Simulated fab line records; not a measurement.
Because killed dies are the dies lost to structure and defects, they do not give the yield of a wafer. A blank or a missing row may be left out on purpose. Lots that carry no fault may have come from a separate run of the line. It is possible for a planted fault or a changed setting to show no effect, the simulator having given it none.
8D (eight disciplines) problem report, filled in by code + flow sky130 + the parts of the form that need people (team, actions taken, sign-off) are left out

1. PROBLEM STATEMENT
CONTACT_W_RS at SKY_CONTACT_RS_MEAS_25 reads a mean of 0.365 ohm/sq on 6 wafers of 2 lots; wafers without a fault read 0.338 ohm/sq with a standard deviation of 0.0049. That puts it +5.5 standard deviations away from the usual mean.
The step: measures by four-point-probe.
First seen on wafer L676.2, day 36 18:14, on film-metro-03. At this step, 42 wafers from 14 lots have a number in the record. Rule for "out" (also "out of limits"): further than 4 standard deviations from the usual mean. The other wafers with a number count as sound.

2. WHAT THIS IS AND IS NOT
| question                    | is                     | is not                                                                          |
|-----------------------------|------------------------|---------------------------------------------------------------------------------|
| which readings at this step | CONTACT_W_RS           | -                                                                               |
| which lots                  | L676, L679             | L660, L661, L662, L663, L664, L666, L667, L668, L672, L680, L681, L682          |
| which wafers of those lots  | all that have a number | -                                                                               |
| read on which gauges        | film-metro-03          | film-metro-01, film-metro-02                                                    |
| when                        | from day 36 18:14      | up to then (27 sound wafers); but 9 sound wafers of L680, L681, L682 came after |

3. THE SUSPECTS, EACH WITH WHAT RULES IT OUT
Counting: a tool stays on the suspect list if, at a process step up to the reading, it processed all lots that are out and no sound lot following the first of them.
- ruled out: the gauge at SKY_CONTACT_RS_MEAS_25. All the wafers that are out were read on film-metro-03, but those of them that SKY_CONTACT_CVD_24 has rows for are out there too, on other tools.
- rie-metal-03 at SKY_LOCAL_INTERCONNECT_METAL_ETCH_14 (etches TiN in Cl2/BCl3, stops on PSG, target depth 110 nm, time 31.4 s): ruled out as a lasting fault. After its first lot that is out, L676 (day 35 13:23), sound lots L682 ran on it.
- cvd-w-01 at SKY_CONTACT_CVD_24 (deposits W, target thk 340 nm, time 102.12 s): kept. Every lot that is out went through it, starting with L676 (day 36 18:06), and after that it ran no sound lot; the last sound lot it ran before then is L672 (day 35 16:25). On those wafers its own readings are out: chamber-pressure-Torr.
Remaining after the count: cvd-w-01 at SKY_CONTACT_CVD_24.

4. THE CAUSE (what the simulator had put in)
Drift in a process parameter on cvd-w-01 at SKY_CONTACT_CVD_24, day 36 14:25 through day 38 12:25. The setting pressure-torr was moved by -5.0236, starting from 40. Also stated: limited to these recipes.
Only this tool survived the counting.

5. THE CHAIN OF EFFECTS, in route order
Each row: a reading where the mean over the struck wafers with a number is more than 3 standard deviations away from the usual. Readings are gone through only where the record gives a usual standard deviation; hours: the median, over the lots, of the time from a lot's start at the first step in this table giving one to that lot's start at this step; sigmas: the change measured in usual standard deviations.
| hours | step                    | reading               | usual        | on struck wafers | change | sigmas |
|-------|-------------------------|-----------------------|--------------|------------------|--------|--------|
| 0     | SKY_CONTACT_CVD_24      | chamber-pressure-Torr | 40.02 Torr   | 34.98            | -5.04  | -55    |
| 0     | SKY_CONTACT_RS_MEAS_25  | CONTACT_W_RS          | 0.338 ohm/sq | 0.365            | +0.027 | +5.5   |
| 3     | SKY_CONTACT_THK_MEAS_26 | CONTACT_W_THK         | 340 nm       | 320              | -20    | -3.6   |
The process steps in it:
- SKY_CONTACT_CVD_24: deposits W, target thk 340 nm, time 102.12 s.

6. WHAT WOULD HAVE CAUGHT IT SOONER
The first out-of-limits reading at a measuring or inspecting step in this record came at day 36 18:14, 4 hours after the fault's start at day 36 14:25.
At SKY_CONTACT_CVD_24, the tool's own readings (chamber-pressure-Torr) were out on each struck wafer the step has a row for, so an alarm limit on them would have fired on the first such wafer.
Lots out: 2; of these, L679 started SKY_CONTACT_CVD_24 on cvd-w-01 after day 36 18:14. A tool hold placed at that time would have kept it from harm.
